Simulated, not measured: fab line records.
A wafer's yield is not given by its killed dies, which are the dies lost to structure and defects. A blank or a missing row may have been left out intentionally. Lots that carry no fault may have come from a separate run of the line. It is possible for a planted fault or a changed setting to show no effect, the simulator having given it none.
Which of the tools did it? :: flow gf180mcu :: route of 602 steps, sampled at 1 step: 7 lots, 21 wafers

== WHAT EACH GAUGE READ, for each wafer ==
GF_NWELL_TW_MEAS_11.
lot: L142
measured: day 3 17:10
on: film_metro-04
NWELL_TW: 1578 1577 1566

lot: L145
measured: day 4 10:53
on: film_metro-04
NWELL_TW: 1578 1573 1578

lot: L148
measured: day 5 03:50
on: film_metro-02
NWELL_TW: 1546 1550 1558

lot: L151
measured: day 5 20:53
on: film_metro-01
NWELL_TW: 1556 1556 1545

lot: L155
measured: day 6 17:30
on: film_metro-02
NWELL_TW: 1562 1553 1561

lot: L157
measured: day 7 04:08
on: film_metro-04
NWELL_TW: 1582 1570 1574

lot: L162
measured: day 8 08:11
on: film_metro-04
NWELL_TW: 1587 1574 1578

== WHAT TOOL EACH LOT RAN ON (gives the tool, then ch and the chambers of the sampled wafers, and finally the start) ==
No process step before these readings appears in the record.

== THE ANSWER, worked out from the rows above alone ==
Rule: the lots themselves supply what counts as usual. The widest of any qualifying gaps counts: lots, ordered by their means at a reading, are off when they make up no more than a third of the lots, leave a main group of 4 or more, and stand apart from it by 3 or more times the standard deviation of that group's means. A main group whose means are all the same, to the digits that the tables above print for the reading, isn't used. A lot without any number at a reading at which 4 lots or more have one is off too. Any other lot the step has rows for is counted as sound.
No lot is off at any reading shown: from this, nothing can be told.

== WHAT THE SIMULATOR HAD INSERTED ==
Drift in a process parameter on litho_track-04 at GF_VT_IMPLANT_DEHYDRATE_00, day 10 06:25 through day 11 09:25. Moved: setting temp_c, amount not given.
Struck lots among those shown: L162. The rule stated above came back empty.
